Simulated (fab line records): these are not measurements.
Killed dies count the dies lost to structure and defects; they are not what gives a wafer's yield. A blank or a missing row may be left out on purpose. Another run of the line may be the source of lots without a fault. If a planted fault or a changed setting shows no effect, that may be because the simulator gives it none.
Which of the tools did it? -- flow gf180mcu -- 18 wafers from 6 lots sampled at 2 of the route's 602 steps

== WHAT THE GAUGES SHOWED, per wafer ==
GF_MIM_THK_MEAS_06.
lot,measured,on,MIM_CVD_05_THK (nm)
L150,day 24 19:59,film_metro-02,42.5 42.8 43.0
L152,day 25 07:52,film_metro-02,43.2 43.1 43.4
L158,day 27 13:13,film_metro-04,42.1 42.0 43.0
L162,day 28 18:05,film_metro-02,42.4 42.2 42.9
L165,day 29 11:59,film_metro-02,42.9 43.1 43.5
L170,day 30 18:04,film_metro-04,42.6 42.7 42.6

== WHICH TOOL RAN EACH LOT (tool, then ch and the chambers of the sampled wafers, then the start) ==
lot,GF_M4_SPUTTER_02
L150,"pvd_sputter-03, day 22 19:29"
L152,"pvd_sputter-01, day 23 09:37"
L158,"pvd_sputter-04, day 25 16:08"
L162,"pvd_sputter-01, day 26 22:11"
L165,"pvd_sputter-01, day 27 18:15"
L170,"pvd_sputter-03, day 29 02:11"
- GF_M4_SPUTTER_02: material AlCu, target thk 450 nm, time 23.9 s.

== THE ANSWER, worked out from the rows above alone ==
Rule: the lots themselves supply what counts as usual. Put in order of their means at a reading, lots are off if they are a third of the lots or fewer, leave a main group of 4 or more, and stand apart from it by a gap of 3 or more times the standard deviation of the main group's means; of several such gaps the widest counts. The tables above print the reading to a certain number of digits; a main group whose means all agree to those digits is not used. A lot without any number at a reading at which 4 lots or more have one is off too. All remaining lots with rows at the step are treated as sound.
Nothing can be told from this: no lot is off at any reading shown.

== WHAT WAS PUT IN BY THE SIMULATOR ==
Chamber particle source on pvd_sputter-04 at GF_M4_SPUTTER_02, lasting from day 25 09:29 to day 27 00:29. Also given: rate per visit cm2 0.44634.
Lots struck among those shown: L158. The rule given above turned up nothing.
